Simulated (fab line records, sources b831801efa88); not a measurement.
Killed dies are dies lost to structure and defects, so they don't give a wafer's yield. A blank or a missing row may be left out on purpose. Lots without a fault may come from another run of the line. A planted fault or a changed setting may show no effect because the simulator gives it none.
A struck lot beside a sound one | flow sky130 | 15 steps out of a route of 708
Sound: wafers L425.1, L425.4, L425.6. Struck: wafer L447.4. (L447.2, L447.6 of the same lot were not struck and are left out.) The cause comes at the end.
At each step with rows: each side's tool, then ch and its chambers, then its first start. Under that, the readings that differ: sound wafers | struck wafers | difference of the means | sigmas: that difference in standard deviations of wafers without a fault.
alike: readings whose means differ by less than 2 such deviations, and words and numbers that are the same on both sides. not compared: withheld readings, readings that some wafer has no value for, bounds like >300 that may hide the same value, and numbers for which the record gives no deviation and whose values overlap.
The two part at a step that has a row with sigmas, a row that says differs or no value, or rows on one side only. Numbers that don't overlap but have no deviation are shown without sigmas and don't part them. A reading that every wafer of one side lacks parts them only if that side has two wafers or more.

SKY_FIELD_ISO_THK_MEAS_02:
  sound on film_metro-01, day 1 12:22; struck on film_metro-04, day 6 02:06
  reading                         | sound             | struck | difference | sigmas
  FIELD_ISO_OXIDATION_00_THK (nm) | 11.72 11.84 11.62 | 12.20  | +0.47      | +2
then, 1 step without rows for these wafers: SKY_FIELD_ISO_CVD_03 (deposits Si3N4 from DCS/NH3, target thk 165 nm, time 2830 s).
SKY_FIELD_ISO_THK_MEAS_04:
  sound on film_metro-04, day 1 14:12; struck on film_metro-03, day 6 06:05
  reading                   | sound             | struck | difference | sigmas
  FIELD_ISO_CVD_03_THK (nm) | 167.2 167.5 167.9 | 161.2  | -6.3       | -4
then, 8 steps without rows for these wafers: SKY_FIELD_ISO_DEHYDRATE_05 (time 60 s); SKY_FIELD_ISO_HMDS_06 (prime time 60 s); SKY_FIELD_ISO_COAT_07 (resist thk 60 nm); SKY_FIELD_ISO_COAT_08 (resist thk 450 nm); SKY_FIELD_ISO_SOFTBAKE_09 (time 90 s); SKY_FIELD_ISO_EXPOSE_10 (exposes mask FOM, target cd 150 nm); SKY_FIELD_ISO_PEB_11; SKY_FIELD_ISO_DEVELOP_12 (develop time 60 s).
SKY_FIELD_ISO_CD_MEAS_13: target cd 150 nm.
  sound on cd_sem-02, day 2 04:29; struck on cd_sem-02, day 7 01:14
  alike: cd_nm
SKY_FIELD_ISO_ETCH_14: etches BARC in N2/H2, stops on SiO2, time 45.9 s, target depth 60 nm.
  sound on rie_diel-01 ch 0,1,2, day 2 04:36; struck on rie_diel-03 ch 0, day 7 01:20
  reading                                          | sound                | struck | difference | sigmas
  drypump_motor_current_A (A)                      | 5.5 5.0 5.4          | 6.7    | +1.4       | +3
  rf_fwd_power_W (W)                               | 495.6 490.1 493.0    | 572.3  | +79.4      | +36
  throttle_valve_pct (%)                           | 13.209 13.224 13.212 | 13.236 | +0.021     | +2
  model.KrF-thick_of_FIELD_ISO_COAT_08.thk_nm (nm) | 394.6 396.5 396.9    | 386.2  | -9.8       |
  alike: bias_w, oes_product_au
  not compared: rf_hours_counter_h
SKY_FIELD_ISO_ETCH_15: etches the open film in CHF3/O2, stops on Si, target depth 180 nm, time 72 s.
  sound on rie_diel-01 ch 0,1,2, day 2 04:39; struck on rie_diel-03 ch 0, day 7 01:22
  reading                     | sound             | struck | difference | sigmas
  drypump_motor_current_A (A) | 5.5 5.0 5.4       | 6.6    | +1.3       | +3
  oes_product_au (a.u.)       | 0.960 0.955 0.957 | 0.924  | -0.033     | -5
  alike: bias_w, rf_fwd_power_W, throttle_valve_pct
  not compared: rf_hours_counter_h
-- the record jumps here: 44 days lie between the struck wafers' starts before and after (it left off in module FIELD_ISO and takes up again in module PAD_OPEN, whose first step shown is number 708 of the route) --
SKY_PAD_OPEN_PROBE_99:
  sound on prober-01, day 45 13:05; struck on prober-01, day 50 17:32
  reading            | sound    | struck | difference | sigmas
  killed_at_contacts | 22 21 28 | 34     | +10        | +2
  alike: killed_at_M0_to_M3, killed_at_M4_up, killed_at_front_end, killed_at_other, killed_dies, killed_open, killed_short

WHERE THEY PART
First at SKY_FIELD_ISO_THK_MEAS_02; last, within this record, at SKY_PAD_OPEN_PROBE_99.

WHY: what the simulator had put in
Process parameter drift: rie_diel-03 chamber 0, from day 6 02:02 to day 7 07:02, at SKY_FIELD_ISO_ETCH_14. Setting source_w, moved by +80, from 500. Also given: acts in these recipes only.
